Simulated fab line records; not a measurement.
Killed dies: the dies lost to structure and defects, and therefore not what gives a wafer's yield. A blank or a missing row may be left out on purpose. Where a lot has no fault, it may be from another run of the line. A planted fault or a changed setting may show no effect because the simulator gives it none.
8D (eight disciplines) problem report, filled in by code | flow sky130 | the parts of the form that need people (team, actions taken, sign-off) are left out

1. PROBLEM STATEMENT
dose-ions-cm2 at SKY_LDD_N_IMPLANT_10 reads a mean of 6.391e+13 on 6 wafers of 2 lots; wafers without a fault read 7.501e+13 with a standard deviation of 8e+10. So: -99 or more standard deviations from the usual mean.
The first sign was on wafer L176.3 at day 23 11:34, on implanter-02. Wafers with a number at this step in the record: 18, from 6 lots. Rule for "out", or "out of limits": more than 4 standard deviations from the usual mean. Any other wafer with a number is counted as sound.

2. WHAT IT IS; WHAT IT IS NOT
question                    | is                                | is not
which readings at this step | dose-ions-cm2, faraday-current-uA | -
which lots                  | L176, L177                        | L163, L168, L178, L180
which wafers of those lots  | all that have a number            | -
read on which tools         | implanter-02                      | implanter-03
when                        | from day 23 11:34                 | up to then (6 sound wafers); but 6 sound wafers of L178, L180 came after

3. SUSPECTS, AND WHAT RULES EACH OUT
Counting: a tool stays on the suspect list if, at a process step up to the reading, it processed all lots that are out and no sound lot following the first of them.
- implanter-02 at SKY_LDD_N_IMPLANT_10: kept. It processed each lot that is out, first L176 at day 23 11:34, and no sound lot thereafter; up to then, the last sound lot it processed was L163 at day 19 02:56. Its own dose-ions-cm2, faraday-current-uA readings are out on those wafers.
Remaining after the count: implanter-02 at SKY_LDD_N_IMPLANT_10.

4. THE CAUSE (what the simulator had put in)
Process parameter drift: implanter-02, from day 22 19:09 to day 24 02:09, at SKY_LDD_N_IMPLANT_10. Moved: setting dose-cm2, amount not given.
This tool alone remained once counting was done.

5. THE CHAIN OF EFFECTS, in route order
Rows list readings where the struck wafers' mean (over those with a number) sits beyond 3 standard deviations from the usual. Readings are gone through only where the record gives a usual standard deviation; hours: the median, over the lots, of the time from a lot's start at the first step in this table giving one to that lot's start at this step; sigmas: the change measured in usual standard deviations.
hours | step                 | reading            | usual     | on struck wafers | change     | sigmas
0     | SKY_LDD_N_IMPLANT_10 | dose-ions-cm2      | 7.501e+13 | 6.391e+13        | -1.110e+13 | -99 or more
0     | SKY_LDD_N_IMPLANT_10 | faraday-current-uA | 421       | 361              | -60        | -7.1
Its process steps:
- SKY_LDD_N_IMPLANT_10

6. HOW IT WOULD HAVE BEEN CAUGHT EARLIER
First out-of-limits reading in this record: day 23 11:34, which is 16 hours after fault onset at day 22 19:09.
